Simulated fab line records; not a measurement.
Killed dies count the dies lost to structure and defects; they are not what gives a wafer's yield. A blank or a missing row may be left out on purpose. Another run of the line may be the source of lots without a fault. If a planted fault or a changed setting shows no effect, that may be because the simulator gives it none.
A single fault, viewed from 2 desks -- flow sky130 -- every desk sees just its own numbers, and what lay behind them comes last

== FROM THE METROLOGY DESK ==
What the gauges read, lot by lot, whatever tool the lot ran on: means of the sampled wafers that have a number. Any lot whose mean is over 4 standard deviations away from the usual mean is out of limits and marked OUT; that distance is given in the brackets.
Columns: A = POLY_GATE_CVD_00_THK at SKY_POLY_GATE_THK_MEAS_01, usual 178.6 nm; B = SD_N_RS at SKY_SD_N_RS_MEAS_16, usual 68.52 ohm/sq
lot,first seen here,A,B
L198,day 14 11:17,180.2,68.50
L200,day 14 22:22,179.5,68.39
L201,day 15 11:29,176.8,68.36
L210,day 18 17:10,179.2,68.54
L211,day 18 19:57,177.3,68.55
L212,day 19 09:41,179.5,68.46
L213,day 19 17:23,175.0,68.51
L214,day 19 22:18,180.1,68.60
L215,day 20 15:43,178.8,68.57
L216,day 21 03:53,180.0,68.44
L217,day 21 09:53,178.5,68.66
L218,day 21 11:40,178.5,68.66
L219,day 21 19:28,179.5,68.51
L220,day 23 04:44,179.0,68.63
Finding of this desk: none of the 14 lots has anything out of limits.

== TOOL OWNER'S DESK, litho track-02 ==
The tool's own readings at SKY_LDD_LDN_DEVELOP_06 (develop time 60 s): means of the sampled wafers that have a number, for each lot that ran on this tool. Any lot whose mean is over 4 standard deviations away from the usual mean is out of limits and marked OUT; that distance is given in the brackets.
Columns: A = chill plate temp C at SKY_LDD_LDN_DEVELOP_06, usual 22.99 C
lot,first seen here,A
L213,day 28 12:48,23.06
L214,day 28 19:12,22.97
L219,day 30 21:38,23.02
Finding of this desk: none of the 3 lots has anything out of limits.

== PUT TOGETHER ==
The metrology desk saw nothing out of limits.
The desk of the tool owner found nothing out of limits.

== WHAT HAD BEEN PUT IN BY THE SIMULATOR ==
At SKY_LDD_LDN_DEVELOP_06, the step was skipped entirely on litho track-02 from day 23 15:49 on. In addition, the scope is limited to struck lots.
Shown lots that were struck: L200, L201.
